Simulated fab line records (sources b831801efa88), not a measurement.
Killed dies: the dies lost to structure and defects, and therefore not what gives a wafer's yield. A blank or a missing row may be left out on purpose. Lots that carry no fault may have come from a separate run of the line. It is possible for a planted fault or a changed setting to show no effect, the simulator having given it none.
Which of the tools did it? / flow sky130 / 8 lots with 24 wafers sampled at 4 steps, on a route of 708 steps

WHAT THE GAUGES READ, wafer by wafer
SKY_VT_ADJUST_HVTP_TW_MEAS_11.
lot=L842; measured=day 6 01:04; on=film metro-04; VT_ADJUST_HVTP_TW=1338 1343 1352
lot=L843; measured=day 6 10:50; on=film metro-04; VT_ADJUST_HVTP_TW=1340 1344 1337
lot=L844; measured=day 6 16:05; on=film metro-01; VT_ADJUST_HVTP_TW=1355 1353 1360
lot=L845; measured=day 6 22:05; on=film metro-03; VT_ADJUST_HVTP_TW=1371 1360 1365
lot=L846; measured=day 7 06:14; on=film metro-04; VT_ADJUST_HVTP_TW=1345 1347 1347
lot=L847; measured=day 7 18:21; on=film metro-01; VT_ADJUST_HVTP_TW=1354 1358 1354
lot=L848; measured=day 7 21:22; on=film metro-01; VT_ADJUST_HVTP_TW=1359 1352 1347
lot=L849; measured=day 7 22:58; on=film metro-04; VT_ADJUST_HVTP_TW=1344 1347 1340

SKY_VT_ADJUST_LVTN_TW_MEAS_10.
lot=L842; measured=day 6 21:12; on=film metro-04; VT_ADJUST_LVTN_TW=239.9 239.7 239.9
lot=L843; measured=day 7 07:18; on=film metro-04; VT_ADJUST_LVTN_TW=239.4 239.5 240.2
lot=L844; measured=day 7 11:55; on=film metro-04; VT_ADJUST_LVTN_TW=241.5 239.0 238.8
lot=L845; measured=day 7 18:21; on=film metro-02; VT_ADJUST_LVTN_TW=240.8 240.9 240.2
lot=L846; measured=day 8 02:50; on=film metro-04; VT_ADJUST_LVTN_TW=467.6 469.1 465.8
lot=L847; measured=day 8 15:15; on=film metro-03; VT_ADJUST_LVTN_TW=474.1 476.4 479.7
lot=L848; measured=day 8 18:56; on=film metro-04; VT_ADJUST_LVTN_TW=466.6 466.8 466.2
lot=L849; measured=day 8 20:53; on=film metro-04; VT_ADJUST_LVTN_TW=467.0 464.4 465.4

TOOL THAT RAN EACH LOT (tool first, then ch and the chambers of the sampled wafers, then the start)
lot=L842; SKY_FIELD_ISO_ETCH_17=rie si-01 ch 0,1,3, day 2 06:43; SKY_VT_ADJUST_LVTN_IMPLANT_08=implanter-01 ch 0, day 6 20:58
lot=L843; SKY_FIELD_ISO_ETCH_17=rie si-02 ch 0,2,3, day 2 11:20; SKY_VT_ADJUST_LVTN_IMPLANT_08=implanter-01 ch 0, day 7 07:03
lot=L844; SKY_FIELD_ISO_ETCH_17=rie si-01 ch 0,1, day 2 16:59; SKY_VT_ADJUST_LVTN_IMPLANT_08=implanter-03 ch 0, day 7 11:41
lot=L845; SKY_FIELD_ISO_ETCH_17=rie si-02 ch 0,1,2, day 2 21:29; SKY_VT_ADJUST_LVTN_IMPLANT_08=implanter-04 ch 0, day 7 18:06
lot=L846; SKY_FIELD_ISO_ETCH_17=rie si-01 ch 0,1, day 3 01:17; SKY_VT_ADJUST_LVTN_IMPLANT_08=implanter-03 ch 0, day 8 02:37
lot=L847; SKY_FIELD_ISO_ETCH_17=rie si-02 ch 2,3, day 3 11:00; SKY_VT_ADJUST_LVTN_IMPLANT_08=implanter-03 ch 0, day 8 15:01
lot=L848; SKY_FIELD_ISO_ETCH_17=rie si-02 ch 0,2,3, day 3 14:14; SKY_VT_ADJUST_LVTN_IMPLANT_08=implanter-03 ch 0, day 8 18:41
lot=L849; SKY_FIELD_ISO_ETCH_17=rie si-01 ch 0,1, day 3 16:57; SKY_VT_ADJUST_LVTN_IMPLANT_08=implanter-04 ch 0, day 8 20:38
- SKY_FIELD_ISO_ETCH_17: etches Si in HBr/Cl2/O2, target depth 342 nm, time 97.7 s.
- SKY_VT_ADJUST_LVTN_IMPLANT_08

WHAT THE TOOLS THEMSELVES READ (means of the sampled wafers that have a number; where no wafer has one, the mark that the record gives instead)
SKY_FIELD_ISO_ETCH_17.
lot=L842; tool=rie si-01; chamber pressure mTorr (mTorr)=15.001; drypump motor current A (A)=5.9; he backside leak sccm (sccm)=2.79; oes product au (a.u.)=0.997; throttle valve pct (%)=25.648
lot=L843; tool=rie si-02; chamber pressure mTorr (mTorr)=15.001; drypump motor current A (A)=5.3; he backside leak sccm (sccm)=2.86; oes product au (a.u.)=0.996; throttle valve pct (%)=25.655
lot=L844; tool=rie si-01; chamber pressure mTorr (mTorr)=15.005; drypump motor current A (A)=6.0; he backside leak sccm (sccm)=2.95; oes product au (a.u.)=0.997; throttle valve pct (%)=25.656
lot=L845; tool=rie si-02; chamber pressure mTorr (mTorr)=14.992; drypump motor current A (A)=5.6; he backside leak sccm (sccm)=2.89; oes product au (a.u.)=1.004; throttle valve pct (%)=25.649
lot=L846; tool=rie si-01; chamber pressure mTorr (mTorr)=15.005; drypump motor current A (A)=5.7; he backside leak sccm (sccm)=3.02; oes product au (a.u.)=0.998; throttle valve pct (%)=25.661
lot=L847; tool=rie si-02; chamber pressure mTorr (mTorr)=14.993; drypump motor current A (A)=5.2; he backside leak sccm (sccm)=2.94; oes product au (a.u.)=0.997; throttle valve pct (%)=25.650
lot=L848; tool=rie si-02; chamber pressure mTorr (mTorr)=14.986; drypump motor current A (A)=5.3; he backside leak sccm (sccm)=3.02; oes product au (a.u.)=1.011; throttle valve pct (%)=25.655
lot=L849; tool=rie si-01; chamber pressure mTorr (mTorr)=15.006; drypump motor current A (A)=6.0; he backside leak sccm (sccm)=2.93; oes product au (a.u.)=0.991; throttle valve pct (%)=25.662

THE ANSWER, worked out from the rows above alone
Rule: the usual values come from the lots themselves. Put in order of their means at a reading, lots are off if they are a third of the lots or fewer, leave a main group of 4 or more, and stand apart from it by a gap of 3 or more times the standard deviation of the main group's means; of several such gaps the widest counts. If all means in a main group match to the digits the tables above print for the reading, that group is not used. A lot without any number at a reading at which 4 lots or more have one is off too. Any other lot the step has rows for is counted as sound. Order of review: gauges by route order, followed by the tools' own readings, for which a lot's mean as printed above is used. At the first step where some lot is off, the reading lying furthest off is the one used; lots without a number count as furthest.
No lot is off at any reading shown: from this, nothing can be told.

WHAT HAD BEEN PUT IN BY THE SIMULATOR
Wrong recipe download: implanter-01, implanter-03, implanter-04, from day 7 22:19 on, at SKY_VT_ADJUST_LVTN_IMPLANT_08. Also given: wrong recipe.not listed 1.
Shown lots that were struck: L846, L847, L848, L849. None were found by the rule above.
